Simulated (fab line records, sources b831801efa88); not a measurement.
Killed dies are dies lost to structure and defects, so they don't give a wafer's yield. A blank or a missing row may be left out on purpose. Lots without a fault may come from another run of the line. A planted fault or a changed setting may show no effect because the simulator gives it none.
Problem report in the 8D (eight disciplines) form, filled by code | flow gf180mcu | the parts of the form that need people (team, actions taken, sign-off) are left out

1. THE PROBLEM
run_length_s at GF_SAB_WET_ETCH_12 reads a mean of 185.2 s on 6 wafers of 2 lots; wafers without a fault read 467.4 s with a standard deviation of 2.9. That is -97 standard deviations from the usual mean.
The step: etches SiO2 in dHF, target depth 22 nm, time 440 s.
First seen on wafer L861.3, day 18 05:11, on wet_bench-02. The record holds 18 wafers of 6 lots with a number at this step. Rule for "out", or "out of limits": more than 4 standard deviations from the usual mean. The other wafers with a number count as sound.

2. WHAT IT IS AND WHAT IT IS NOT
question                    | is                     | is not
which readings at this step | run_length_s           | -
which lots                  | L861, L863             | L858, L859, L862, L871
which wafers of those lots  | all that have a number | -
read on which tools         | wet_bench-02           | wet_bench-01, wet_bench-04
when                        | from day 18 05:11      | up to then (6 sound wafers); but 6 sound wafers of L862, L871 came after

3. SUSPECTS, AND WHAT RULES EACH OUT
Counting: a tool at a process step up to the reading stays a suspect if it ran every lot that is out and no sound lot after the first of them.
- pecvd-04 at GF_SAB_CVD_00 (deposits SiO2 from TEOS, target thk 50 nm, time 4.9302 s): ruled out as a lasting fault. Sound lots L862 ran on it after its first lot that is out, L861 (day 17 05:15).
- rie_diel-04 at GF_SAB_ETCH_11 (etches SiO2 in C4F8/O2/Ar, target depth 55 nm, time 8.5 s): ruled out as a lasting fault. Sound lots L862 ran on it after its first lot that is out, L861 (day 18 05:10).
- wet_bench-02 at GF_SAB_WET_ETCH_12 (etches SiO2 in dHF, target depth 22 nm, time 440 s): kept. It ran every lot that is out, first L861 (day 18 05:11), and no sound lot after that; its last sound lot up to then is L858 (day 16 21:55). Its own readings are out on those wafers: run_length_s.
Left after counting: wet_bench-02 at GF_SAB_WET_ETCH_12.

4. THE CAUSE (what the simulator had put in)
Process parameter drift: wet_bench-02, from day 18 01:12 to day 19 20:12, at GF_SAB_WET_ETCH_12. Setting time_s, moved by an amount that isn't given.
Counting left only this tool.

5. THE CHAIN OF EFFECTS, in route order
Each row: a reading whose mean over the struck wafers that have a number lies more than 3 standard deviations from the usual. Only readings for which the record gives a usual standard deviation are gone through. hours: the time from each lot's start at the first step in this table that gives one to its start at this step, as a median over the lots. sigmas: the change in usual standard deviations.
hours | step               | reading      | usual   | on struck wafers | change | sigmas
0     | GF_SAB_WET_ETCH_12 | run_length_s | 467.4 s | 185.2            | -282.2 | -97
The process steps in it:
- GF_SAB_WET_ETCH_12: etches SiO2 in dHF, target depth 22 nm, time 440 s.

6. WHAT WOULD HAVE CAUGHT IT SOONER
In this record the first reading out of limits was taken at day 18 05:11, 4 hours after the fault began at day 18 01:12.
